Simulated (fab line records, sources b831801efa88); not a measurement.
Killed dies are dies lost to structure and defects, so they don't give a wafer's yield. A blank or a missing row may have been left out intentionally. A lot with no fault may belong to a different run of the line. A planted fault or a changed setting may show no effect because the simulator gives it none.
A lot that was struck, set against a sound lot :: flow gf180mcu :: 30 steps out of a route of 602
Sound: wafers L729.1, L729.3, L729.4. Wafers struck: L735.1, L735.3, L735.6. At the end, the cause is stated.
For every step that has rows: the tool of each side, followed by ch and its chambers, followed by its first start. Under that, the readings that differ: sound wafers :: struck wafers :: difference of the means :: sigmas: that difference in standard deviations of wafers without a fault.
alike: same words and numbers on both sides, and readings whose means sit less than 2 such deviations apart. not compared: any withheld reading, any reading some wafer has no value for, any bound like >300 that may hide the same value, and any number with overlapping values for which the record gives no deviation.
A row with sigmas, a row that says differs or no value, or rows on one side alone: a step with any of these is where the two part. Non-overlapping numbers with no deviation appear without sigmas and do not part them. Lack of a reading on every wafer of one side parts them only where that side has two or more wafers.

first, 3 steps without rows for these wafers: GF_PSD_EXPOSE_04 (exposes mask Pplus, target cd 400 nm); GF_PSD_PEB_05; GF_PSD_DEVELOP_06 (develop time 60 s).
GF_PSD_CD_MEAS_07: the cd target is 400 nm.
  struck on cdSem-02, day 19 20:49; sound on cdSem-02, day 17 16:58
  alike: cdNm
GF_PSD_OVL_MEAS_08:
  struck on overlay-01, day 19 20:56; sound on overlay-02, day 17 17:05
  alike: PSD_OVL
next, for these wafers, 1 step has no rows: GF_PSD_IMPLANT_09.
GF_PSD_STRIP_10: strips in O2/N2.
  sound on plasmaAsher-02 ch 0,1, day 17 17:17; struck on plasmaAsher-02 ch 1, day 19 21:08
  alike: drypumpMotorCurrentA, heaterPowerW, oesProductAu, stripTimeToEndpointS
  not compared: rfHoursCounterH
GF_PSD_TW_MEAS_11:
  struck on filmMetro-04, day 19 21:14; sound on filmMetro-02, day 17 17:23
  alike: PSD_TW
then, 1 step without rows for these wafers: GF_PSD_CLEAN_12 (cleans in SC1/SC2, time 150 s).
GF_PSD_RTA_13: time 20 s.
  sound on rtpAnneal-01 ch 0, day 17 17:29; struck on rtpAnneal-02 ch 0, day 19 21:20
reading: lampPowerPct (%)
sound: 34 34 34
struck: 25 25 25
difference: -9
sigmas: -2
  alike: wafer_temp_C_max
GF_PSD_RS_MEAS_14: uses a four-point probe to measure.
  struck on filmMetro-04, day 19 21:25; sound on filmMetro-02, day 17 17:34
  alike: NSD_RS
GF_PSD_RS_MEAS_15: uses a four-point probe to measure.
  struck on filmMetro-04, day 19 21:32; sound on filmMetro-02, day 17 17:41
reading: PSD_RS (ohm/sq)
sound: 107.76 107.94 107.89
struck: 108.35 108.47 108.37
difference: +0.53
sigmas: +2
GF_SAB_CVD_00: deposits SiO2 from TEOS, target thk 50 nm, time 4.9302 s.
  sound on pecvd-02 ch 1,2, day 17 17:49; struck on pecvd-04 ch 2, day 19 21:40
reading: model.SiO2_of_SAB_CVD_00.thkNm (nm)
sound: 49.41 49.49 50.16
struck: 44.03 44.43 45.16
difference: -5.15
sigmas: 
  alike: heaterPowerW
GF_SAB_THK_MEAS_01:
  struck on filmMetro-03, day 19 21:41; sound on filmMetro-04, day 17 17:50
reading: SAB_CVD_00_THK (nm)
sound: 49.4 49.5 50.1
struck: 44.0 44.4 45.1
difference: -5.2
sigmas: -7
then, 7 steps without rows for these wafers: GF_SAB_DEHYDRATE_02 (time 60 s); GF_SAB_HMDS_03 (prime time 60 s); GF_SAB_COAT_04 (resist thk 1000 nm); GF_SAB_SOFTBAKE_05 (time 60 s); GF_SAB_EXPOSE_06 (exposes mask SAB, target cd 420 nm); GF_SAB_PEB_07; GF_SAB_DEVELOP_08 (develop time 60 s).
GF_SAB_CD_MEAS_09: the cd target is 420 nm.
  struck on cdSem-01, day 20 21:20; sound on cdSem-02, day 18 18:02
  alike: cdNm
GF_SAB_OVL_MEAS_10:
  struck on overlay-02, day 20 21:28; sound on overlay-02, day 18 18:09
  alike: SAB_OVL
GF_SAB_ETCH_11: etches SiO2 in C4F8/O2/Ar, target depth 55 nm, time 8.5 s.
  sound on rieDiel-03 ch 1,2,3, day 18 18:11; struck on rieDiel-03 ch 0,2, day 20 21:29
  alike: oesProductAu
  not compared: rfHoursCounterH
then, 1 step without rows for these wafers: GF_SAB_WET_ETCH_12 (etches SiO2 in dHF, target depth 22 nm, time 440 s).
GF_SAB_STRIP_13: strips in O2/N2.
  sound on plasmaAsher-01 ch 0,1, day 18 18:20; struck on plasmaAsher-03 ch 1, day 20 21:39
reading: heaterPowerW (W)
sound: 362 361 322
struck: 298 301 296
difference: -50
sigmas: -2
  alike: drypumpMotorCurrentA, oesProductAu, stripTimeToEndpointS
  not compared: rfHoursCounterH
then, 1 step without rows for these wafers: GF_SALICIDE_CLEAN_00 (cleans in SC1/SC2, time 150 s).
GF_SALICIDE_WET_ETCH_01: etches SiO2 in dHF, target depth 5 nm, time 100 s.
  sound on wetBench-01 ch 3, day 18 18:29; struck on wetBench-04 ch 1, day 20 21:48
reading: model.SiO2_of_SAB_CVD_00.thkNm (nm)
sound: 38.77 38.83 39.5
struck: 33.22 33.66 34.34
difference: -5.29
sigmas: 
GF_SALICIDE_SPUTTER_02: material Co, target thk 10 nm, time 20 s.
  struck on pvdSputter-01, day 20 21:50; sound on pvdSputter-02, day 18 18:32
  alike: chamberPressurePa, throttleValvePct
-- the record jumps here: 12 days lie between the struck wafers' starts before and after (it left off in module SALICIDE and takes up again in module PASSIVATION, whose first step shown is number 602 of the route) --
GF_PASSIVATION_PROBE_99:
  rows exist in the record for the struck wafers here (prober-01, day 33 08:29), but not for the sound ones

WHERE THEY PART
Earliest at GF_PSD_RTA_13; latest, in this record, at GF_PASSIVATION_PROBE_99.

WHY: what the simulator had put in
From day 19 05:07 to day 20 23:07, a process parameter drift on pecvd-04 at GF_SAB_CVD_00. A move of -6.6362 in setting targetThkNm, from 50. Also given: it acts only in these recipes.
